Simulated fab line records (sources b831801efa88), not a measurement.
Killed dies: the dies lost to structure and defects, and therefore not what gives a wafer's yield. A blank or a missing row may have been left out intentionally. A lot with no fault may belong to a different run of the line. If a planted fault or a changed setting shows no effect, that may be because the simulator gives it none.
Matching of chambers | flow gf180mcu | GF_V3_CMP_04 on cmp-02 has 4 sister chambers
The step polishes SiO2. 14 wafers are shown with their chamber, then 7 later ones without.

## WAFERS WITH THEIR CHAMBER
wafer  | chamber | motor_current_A (A) | edge_zone_pressure_frac | slurry_flow_ml_min
L920.2 | 0       | 11.8                | 1.000                   | 150.3
L920.3 | 2       | 11.6                | 1.003                   | 149.9
L920.6 | 0       | 12.5                | 1.004                   | 149.8
L921.2 | 3       | 12.5                | 1.004                   | 149.4
L921.4 | 1       | 12.6                | 1.003                   | 149.5
L921.5 | 1       | 12.3                | 1.004                   | 149.3
L932.1 | 2       | 10.8                | 1.002                   | 150.2
L932.3 | 0       | 12.4                | 0.999                   | 150.5
L932.6 | 3       | 12.7                | 1.004                   | 149.5
L936.2 | 3       | 12.6                | 1.006                   | 150.8
L936.3 | 2       | 10.9                | 0.998                   | 150.1
L936.6 | 3       | 12.0                | 1.004                   | 150.1
L939.4 | 2       | 10.8                | 0.996                   | 150.6
L939.5 | 2       | 11.3                | 0.997                   | 151.1

SIGNATURES, as means of the wafers listed above
reading                 | chamber 0 | chamber 1 | chamber 2 | chamber 3 | scatter within a chamber
motor_current_A         | 12.233    | 12.450    | 11.080    | 12.450    | 0.336
edge_zone_pressure_frac | 1.00100   | 1.00350   | 0.99920   | 1.00450   | 0.00237
slurry_flow_ml_min      | 150.200   | 149.400   | 150.380   | 149.950   | 0.494
Rule: a wafer's distance from a chamber is the root of the sum, over the readings, of the square of ((its reading less the chamber's mean) divided by the reading's scatter). The wafer belongs to the nearest chamber; if the next one is less than 2 further off, it can't be placed. The scatter is the square root of a quotient: the sum, over the shown wafers, of each reading's squared deviation from its chamber's mean, divided by wafers minus chambers.

## WAFERS WHOSE CHAMBER IS MISSING
wafer  | motor_current_A (A) | edge_zone_pressure_frac | slurry_flow_ml_min
L939.6 | 12.8                | 0.998                   | 149.8
L940.1 | 11.1                | 1.002                   | 149.1
L940.3 | 13.1                | 0.998                   | 150.0
L940.4 | 12.4                | 0.999                   | 150.8
L941.1 | 12.4                | 1.005                   | 150.2
L941.3 | 10.6                | 0.996                   | 149.7
L941.6 | 13.2                | 1.007                   | 150.8

## WHICH CHAMBER EACH WENT THROUGH
wafer  | from the rows above               | in truth
L939.6 | can't be placed: 0 or 1 or 3      | 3
L940.1 | can't be placed: 2 or 0 or 1 or 3 | 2
L940.3 | can't be placed: 0 or 1 or 3      | 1
L940.4 | can't be placed: 0 or 3 or 1      | 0
L941.1 | can't be placed: 3 or 1 or 0      | 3
L941.3 | 2                                 | 2
L941.6 | can't be placed: 3 or 1 or 0      | 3
Placed correctly: 1 of 7. Cannot be placed on the basis of these rows: 6; the candidates contain the true chamber in 6. 0 placed wrongly.
